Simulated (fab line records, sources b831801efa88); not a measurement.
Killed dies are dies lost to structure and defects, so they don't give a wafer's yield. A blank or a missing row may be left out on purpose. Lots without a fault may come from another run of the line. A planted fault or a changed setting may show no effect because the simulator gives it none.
Which tool did it? | flow sky130 | 24 lots, 72 wafers sampled, at 2 steps of a route of 708

WHAT THE GAUGES READ, wafer by wafer
SKY_RES_PROTECT_TW_MEAS_08. Usual: POLY_GATE_TW 4064, standard deviation 31.
lot  | measured     | on            | POLY_GATE_TW   | flag
L074 | day 15 07:07 | film_metro-04 | 4084 4089 4095 |
L075 | day 15 16:27 | film_metro-03 | 3999 4005 3972 |
L076 | day 15 22:50 | film_metro-04 | 4079 4065 4054 |
L077 | day 16 04:56 | film_metro-04 | 4098 4105 4110 |
L078 | day 16 14:53 | film_metro-01 | 4080 4041 4045 |
L079 | day 16 20:05 | film_metro-01 | 4087 4092 4085 |
L080 | day 17 04:17 | film_metro-04 | 4086 4079 4071 |
L081 | day 17 13:55 | film_metro-01 | 4053 4059 4064 |
L082 | day 18 06:36 | film_metro-04 | 4101 4118 4106 |
L083 | day 18 09:17 | film_metro-04 | 4116 4113 4114 |
L084 | day 18 19:44 | film_metro-01 | 4059 4056 4045 |
L085 | day 19 01:23 | film_metro-04 | 4062 4079 4062 |
L086 | day 19 16:10 | film_metro-03 | 4018 4041 4026 |
L087 | day 19 23:20 | film_metro-03 | 4015 4023 4016 |
L088 | day 20 07:35 | film_metro-01 | 4099 4071 4077 |
L089 | day 20 17:39 | film_metro-04 | 4070 4076 4078 |
L090 | day 21 00:11 | film_metro-04 | 4091 4076 4062 |
L091 | day 21 13:27 | film_metro-01 | 4066 4042 4051 |
L092 | day 21 20:59 | film_metro-01 | 4049 4069 4053 |
L093 | day 22 01:38 | film_metro-03 | 4028 4054 4037 |
L094 | day 22 11:55 | film_metro-04 | 4086 4088 4071 |
L095 | day 22 18:16 | film_metro-04 | 4114 4094 4129 |
L096 | day 23 01:02 | film_metro-01 | 4021 4041 4040 |
L097 | day 23 04:17 | film_metro-04 | 4053 4041 4056 |

WHICH TOOL RAN EACH LOT (tool, then ch and the chambers of the sampled wafers, then the start)
lot  | SKY_VT_ADJUST_HVTR_STRIP_10
L074 | plasma_asher-03 ch 0,1, day 9 15:52
L075 | plasma_asher-04 ch 0,1, day 9 23:17
L076 | plasma_asher-01 ch 0,1, day 10 03:05
L077 | plasma_asher-01 ch 0,1, day 10 07:53
L078 | plasma_asher-04 ch 0,1, day 10 18:29
L079 | plasma_asher-03 ch 0,1, day 10 23:32
L080 | plasma_asher-01 ch 0,1, day 11 05:26
L081 | plasma_asher-01 ch 0,1, day 11 12:23
L082 | plasma_asher-03 ch 0,1, day 12 00:35
L083 | plasma_asher-03 ch 0,1, day 12 04:56
L084 | plasma_asher-01 ch 0,1, day 12 15:20
L085 | plasma_asher-03 ch 0,1, day 12 17:23
L086 | plasma_asher-03 ch 0,1, day 13 04:48
L087 | plasma_asher-04 ch 0,1, day 13 09:38
L088 | plasma_asher-04 ch 0,1, day 13 18:04
L089 | plasma_asher-03 ch 0,1, day 13 23:50
L090 | plasma_asher-03 ch 0,1, day 14 09:11
L091 | plasma_asher-03 ch 0,1, day 14 17:46
L092 | plasma_asher-04 ch 0,1, day 15 02:17
L093 | plasma_asher-04 ch 0,1, day 15 06:23
L094 | plasma_asher-03 ch 0,1, day 15 15:11
L095 | plasma_asher-04 ch 0,1, day 15 22:08
L096 | plasma_asher-01 ch 0,1, day 16 04:49
L097 | plasma_asher-03 ch 0,1, day 16 09:26
- SKY_VT_ADJUST_HVTR_STRIP_10: strips in O2/N2.

WHAT THE TOOLS THEMSELVES READ (means of the sampled wafers that have a number; where no wafer has one, the mark that the record gives instead)
SKY_VT_ADJUST_HVTR_STRIP_10. Usual: drypump_motor_current_A 5.4 A, standard deviation 0.61; oes_product_au 0.715 a.u., standard deviation 0.0047; strip_time_to_endpoint_s 14.09 s, standard deviation 0.043.
lot  | tool            | drypump_motor_current_A (A) | oes_product_au (a.u.) | strip_time_to_endpoint_s (s) | flag
L074 | plasma_asher-03 | 6.0                         | 0.716                 | 14.17                        |
L075 | plasma_asher-04 | 5.1                         | 0.714                 | 14.08                        |
L076 | plasma_asher-01 | 5.4                         | 0.715                 | 14.08                        |
L077 | plasma_asher-01 | 5.1                         | 0.718                 | 14.10                        |
L078 | plasma_asher-04 | 5.3                         | 0.712                 | 14.13                        |
L079 | plasma_asher-03 | 5.4                         | 0.713                 | 14.05                        |
L080 | plasma_asher-01 | 5.1                         | 0.715                 | 14.13                        |
L081 | plasma_asher-01 | 5.1                         | 0.711                 | 14.08                        |
L082 | plasma_asher-03 | 5.4                         | 0.712                 | 14.16                        |
L083 | plasma_asher-03 | 6.0                         | 0.721                 | 14.09                        |
L084 | plasma_asher-01 | 5.4                         | 0.715                 | 14.04                        |
L085 | plasma_asher-03 | 6.0                         | 0.718                 | 14.09                        |
L086 | plasma_asher-03 | 5.4                         | 0.715                 | 14.08                        |
L087 | plasma_asher-04 | 5.3                         | 0.714                 | 14.13                        |
L088 | plasma_asher-04 | 5.1                         | 0.716                 | 14.07                        |
L089 | plasma_asher-03 | 6.0                         | 0.715                 | 14.08                        |
L090 | plasma_asher-03 | 6.0                         | 0.717                 | 14.05                        |
L091 | plasma_asher-03 | 5.4                         | 0.717                 | 14.15                        |
L092 | plasma_asher-04 | 5.2                         | 0.716                 | 14.07                        |
L093 | plasma_asher-04 | 5.3                         | 0.715                 | 14.09                        |
L094 | plasma_asher-03 | 6.0                         | 0.716                 | 14.08                        |
L095 | plasma_asher-04 | 5.2                         | 0.715                 | 14.10                        |
L096 | plasma_asher-01 | 5.1                         | 0.712                 | 14.07                        |
L097 | plasma_asher-03 | 5.4                         | 0.716                 | 14.06                        |

THE ANSWER, worked out from the rows above alone
Rule: a lot is off if the mean of its wafers that have a number lies more than 3 standard deviations from the usual mean. A lot without any number at a reading at which 4 lots or more have one is off too. The other lots that the step has rows for count as sound. The gauges are gone through in route order, then the tools' own readings, and for those a lot's mean is taken as printed above. The first step at which some lot is off is used, and at that step the reading that is off furthest; a lot without a number counts as furthest.
No lot is off at any reading shown: from this, nothing can be told.

WHAT THE SIMULATOR HAD PUT IN
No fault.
